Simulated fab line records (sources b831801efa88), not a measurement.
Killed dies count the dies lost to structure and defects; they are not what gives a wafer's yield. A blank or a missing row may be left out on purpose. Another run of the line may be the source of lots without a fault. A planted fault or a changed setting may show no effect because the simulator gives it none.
A lot that was struck, set against a sound lot | flow sky130 | 37 out of 708 route steps
Sound: wafers L691.3, L691.4, L691.5. Struck: wafers L684.2, L684.4, L684.5. At the end, the cause is stated.
Order at every step that has rows: each side's tool, ch and its chambers, its first start. Under that, the readings that differ: sound wafers | struck wafers | difference of the means | sigmas: that difference in standard deviations of wafers without a fault.
alike: a reading whose means differ by less than 2 such deviations, as well as words and numbers matching on both sides. not compared: withheld readings; readings where some wafer has no value; bounds like >300 that might hide an equal value; numbers whose values overlap and for which the record gives no deviation.
Wherever a step has rows on one side only, a row that says differs or no value, or a row with sigmas, the two part there. Numbers that don't overlap but have no deviation are shown without sigmas and don't part them. A reading missing from all wafers of one side parts the sides only when that side holds two or more wafers.

first, 10 steps without rows for these wafers: SKY_VIA2_CLEAN_18 (cleans in IPA, time 180 s); SKY_VIA2_CLEAN_19 (cleans in O3/DIW); SKY_VIA2_SPUTTER_20 (material TiN, target thk 20 nm, time 80 s); SKY_VIA2_CVD_21 (deposits W, target thk 420 nm, time 126.4 s); SKY_VIA2_CMP_24 (polishes, stops on SiO2, t overpolish 20 s, target thk 0 nm); SKY_METAL3_SPUTTER_00 (material Ti, target thk 15 nm, time 10 s); SKY_METAL3_SPUTTER_01 (material TiN, target thk 20 nm, time 16.7 s); SKY_METAL3_SPUTTER_02 (material AlCu, target thk 735 nm, time 39.1 s); SKY_METAL3_SPUTTER_03 (material Ti, target thk 5 nm, time 3.3 s); SKY_METAL3_SPUTTER_04 (material TiN, target thk 70 nm, time 58.3 s).
SKY_CAPM_CVD_00: deposits SiO2, target thk 15.5 nm.
  sound on pecvd-03 ch 0,1, day 42 03:22; struck on pecvd-02 ch 0,1,2, day 40 19:14
  reading                               | sound             | struck           | difference | sigmas
  model.SiO2_of_CAPM_CVD_00.thk-nm (nm) | 15.28 15.79 15.61 | 9.253 8.69 8.987 | -6.583     |
  alike: heater-power-w
SKY_CAPM_THK_MEAS_01:
  sound: film-metro-03 at day 42 03:24; struck: film-metro-04 at day 40 19:16
  reading              | sound             | struck         | difference | sigmas
  CAPM_CVD_00_THK (nm) | 15.29 15.78 15.58 | 9.22 8.71 9.02 | -6.57      | -27
then, 23 steps without rows for these wafers: SKY_CAPM_SPUTTER_02 (material TiN, target thk 200 nm, time 166.7 s); SKY_CAPM_DEHYDRATE_05 (time 60 s); SKY_CAPM_HMDS_06 (prime time 60 s); SKY_CAPM_COAT_07 (resist thk 1140 nm); SKY_CAPM_SOFTBAKE_08 (time 60 s); SKY_CAPM_EXPOSE_09 (exposes mask CAPM, target cd 1000 nm); SKY_CAPM_PEB_10; SKY_CAPM_DEVELOP_11 (develop time 60 s); SKY_CAPM_METAL_ETCH_13 (etches TiN in Cl2/BCl3, stops on SiO2, target depth 220 nm, time 62.9 s); SKY_CAPM_STRIP_14 (strips in O2/N2); SKY_CAPM_STRIP_15 (strips in post etch residue remover, time 1200 s); SKY_CAPM_CLEAN_16 (cleans in IPA, time 180 s); SKY_CAPM_CLEAN_17 (cleans in O3/DIW); SKY_METAL3_DEHYDRATE_05 (time 60 s); SKY_METAL3_HMDS_06 (prime time 60 s); SKY_METAL3_COAT_07 (resist thk 60 nm); SKY_METAL3_COAT_08 (resist thk 1140 nm); SKY_METAL3_SOFTBAKE_09 (time 90 s); SKY_METAL3_EXPOSE_10 (exposes mask MM3, target cd 300 nm); SKY_METAL3_PEB_11; SKY_METAL3_DEVELOP_12 (develop time 62.14 s); SKY_METAL3_DESCUM_15 (chemistry O2, time 8 s); SKY_METAL3_ETCH_16 (etches BARC in N2/H2, stops on SiO2, time 88.2 s, target depth 60 nm).
-- the record jumps here: 2 days lie between the struck wafers' starts before and after --
SKY_METAL3_ETCH_17: etches SiO2 in C4F8/O2/Ar, stops on TiN, time 3.9 s, target depth 15 nm.
  sound on rie-diel-01 ch 0,1,3, day 44 01:53; struck on rie-diel-01 ch 1,2, day 42 20:05
  reading                  | sound             | struck            | difference | sigmas
  oes-product-au (a.u.)    | 0.752 0.761 0.766 | 0.603 0.590 0.594 | -0.164     | -22
  model.etch.depth-nm (nm) | 15.28 15.79 15.61 | 9.253 8.69 8.987  | -6.583     |
  not compared: rf-hours-counter-h
-- the record jumps here: 6 days lie between the struck wafers' starts before and after (it left off in module METAL3 and takes up again in module PAD_OPEN, whose first step shown is number 708 of the route) --
SKY_PAD_OPEN_PROBE_99:
  sound: prober-01 at day 50 07:52; struck: prober-01 at day 49 07:12
  reading                               | sound                | struck                        | difference | sigmas
  model.etest.tester.sort-n-pass        | 396 412 405          | 0 0 0                         | -404       |
  model.etest.tester.sort-yield-pct (%) | 80.49 83.74 82.32    | 0 0 0                         | -82        |
  model.etest.tester.sort_bin_5_pct (%) | 11.99 9.959 10.16    | 93.09 93.7 91.87              | +82.18     |
  model.etest.cap-mim.bv-v (V)          | 13.87 14.09 14.03    | 8.596 7.585 7.946             | -5.954     |
  model.etest.cap-mim.leak-log10-a-cm2  | -9.074 -9.078 -8.816 | -6.333 -5.697 -6.133          | +2.935     |
  model.etest.cap-mim.c-ff-um2          | 2.364 2.325 2.33     | 3.933 4.182 4.08              | +1.725     |
  model.etest.tester.sort_bin_4_pct (%) | 0 0 0                | 2.355e-11 0.0004268 2.654e-06 | +1.432e-04 |
  model.etest.tester.sort_bin_8_pct (%) | 0 0 0                | 2.634e-24 2.773e-33 2.054e-30 | +8.780e-25 |
  alike: defect-limited-yield, killed_at_M0_to_M3, killed_at_M4_up, killed-at-contacts, killed-at-front-end, killed-at-other, killed-dies, killed-open, killed-short

## WHERE THEY PART
Last at SKY_METAL3_ETCH_17 as far as this record goes, first at SKY_CAPM_THK_MEAS_01. Later steps at which nothing parts them and some readings are alike: SKY_PAD_OPEN_PROBE_99.

WHY: what had been put in by the simulator
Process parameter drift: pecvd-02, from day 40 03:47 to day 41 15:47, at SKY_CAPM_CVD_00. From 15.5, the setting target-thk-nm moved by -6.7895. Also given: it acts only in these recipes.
